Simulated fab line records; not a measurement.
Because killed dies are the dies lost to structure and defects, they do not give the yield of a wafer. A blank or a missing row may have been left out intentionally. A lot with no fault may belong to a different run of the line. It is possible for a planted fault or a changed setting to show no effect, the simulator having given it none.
The same fault as seen by 2 desks | flow sky130 | only its own numbers are on each desk; what lay behind them is given at the end

## DESK OF THE TOOL OWNER: pvd_sputter-02
The tool's own readings at SKY_VIA2_SPUTTER_20 (material TiN, target thk 20 nm, time 80 s): means of the sampled wafers that have a number, for each lot that ran on this tool. Any lot whose mean is over 4 standard deviations away from the usual mean is out of limits and marked OUT; that distance is given in the brackets.
Columns: A = cathode_dc_power_W at SKY_VIA2_SPUTTER_20, usual 4000.0 W; B = throttle_valve_pct at SKY_VIA2_SPUTTER_20, usual 30.0 %
lot  | first seen here | A                        | B
L669 | day 40 17:19    | 4000.1                   | 30.0
L670 | day 41 12:20    | 4078.6 (+99 or more) OUT | 30.2
L671 | day 41 12:47    | 4039.5 (+59) OUT         | 30.0
This desk's verdict: out of limits on L670, L671, starting with L670 at day 41 12:20 (cathode_dc_power_W at SKY_VIA2_SPUTTER_20). L669 stayed within limits.

## FROM THE METROLOGY DESK
What the gauges read for every lot (on any tool): the sampled wafers with a number, averaged. Any lot whose mean is over 4 standard deviations away from the usual mean is out of limits and marked OUT; that distance is given in the brackets.
Columns: A = cd_nm at SKY_VIA2_CD_MEAS_12, usual 199.9 nm; B = VIA2_OVL at SKY_VIA2_OVL_MEAS_13, usual -5 nm
lot  | first seen here | A     | B
L660 | day 37 06:38    | 201.5 | -12
L669 | day 40 16:27    | 202.5 | -2
L670 | day 41 11:29    | 199.1 | -1
L671 | day 41 11:56    | 200.2 | 3
L674 | day 41 18:01    | 198.9 | -8
L676 | day 42 03:03    | 200.5 | 1
This desk's finding: nothing out of limits on any of the 6 lots.

## ALL TOGETHER
On L670, L671, at day 41 12:20, an alarm was possible from the tool owner's desk.
The metrology desk saw nothing out of limits.
The metrology desk has L670, L671 on record, within its limits.
All the named lots went through SKY_VIA2_SPUTTER_20 on pvd_sputter-02.

## WHAT THE SIMULATOR HAD PUT IN
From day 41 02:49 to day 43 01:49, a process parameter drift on pvd_sputter-02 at SKY_VIA2_SPUTTER_20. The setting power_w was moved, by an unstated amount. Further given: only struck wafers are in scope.
Shown lots that were struck: L670, L671.
Each desk's first reading out of limits, in hours after the fault started: the tool owner's desk, 10.
